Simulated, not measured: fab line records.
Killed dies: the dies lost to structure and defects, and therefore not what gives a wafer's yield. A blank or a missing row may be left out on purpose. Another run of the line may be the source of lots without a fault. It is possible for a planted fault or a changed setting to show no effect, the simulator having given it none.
Which tool was responsible? ; flow sky130 ; 18 wafers from 6 lots sampled at 2 of the route's 708 steps

== WHAT EACH GAUGE READ, for each wafer ==
SKY_SONOS_ONO_CD_MEAS_13: the cd target is 410 nm.
lot;measured;on;cd-nm (nm)
L162;day 13 02:46;cd-sem-02;409.9 410.3 409.7
L165;day 14 01:19;cd-sem-01;411.3 411.4 410.5
L174;day 17 03:20;cd-sem-01;368.5 371.7 396.7
L176;day 18 01:36;cd-sem-01;410.0 406.8 405.9
L181;day 19 09:31;cd-sem-02;407.8 409.2 410.3
L183;day 20 01:37;cd-sem-01;413.8 412.4 411.3

== WHICH TOOL RAN EACH LOT (tool, then ch and the chambers of the sampled wafers, then the start) ==
lot;SKY_SONOS_ONO_EXPOSE_10
L162;iline-stepper-02 ch 0, day 12 14:40
L165;iline-stepper-01 ch 0, day 13 11:55
L174;iline-stepper-01 ch 0, day 16 14:02
L176;iline-stepper-02 ch 0, day 17 12:01
L181;iline-stepper-02 ch 0, day 18 18:43
L183;iline-stepper-02 ch 0, day 19 09:38
- SKY_SONOS_ONO_EXPOSE_10: exposes mask ONOM, target cd 410 nm.

== THE ANSWER, worked out from the rows above alone ==
Rule: usual is defined by the lots themselves. The widest of any qualifying gaps counts: lots, ordered by their means at a reading, are off when they make up no more than a third of the lots, leave a main group of 4 or more, and stand apart from it by 3 or more times the standard deviation of that group's means. The tables above print the reading to a certain number of digits; a main group whose means all agree to those digits is not used. Also off: a lot with no number at a reading for which 4 or more lots have one. All remaining lots with rows at the step are treated as sound.
Off, at SKY_SONOS_ONO_CD_MEAS_13 on cd-nm: L174. Mean 410.0 nm and standard deviation 1.7 in the main group.
A tool fits if, at a process step before that reading, it ran every lot that is off, and no sound lot after the first of them. Those tools and the gauges at SKY_SONOS_ONO_CD_MEAS_13 are tried in the same way. One fits: iline-stepper-01 at SKY_SONOS_ONO_EXPOSE_10. Its last sound lot is L165 (day 13 11:55), its first lot that is off L174 (day 16 14:02): a fault that began between those two fits.

== WHAT THE SIMULATOR HAD INSERTED ==
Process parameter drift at SKY_SONOS_ONO_EXPOSE_10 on iline-stepper-01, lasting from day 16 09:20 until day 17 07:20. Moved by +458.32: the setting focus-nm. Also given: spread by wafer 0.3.
Lots struck among those shown: L174. This agrees with what the rule above found.
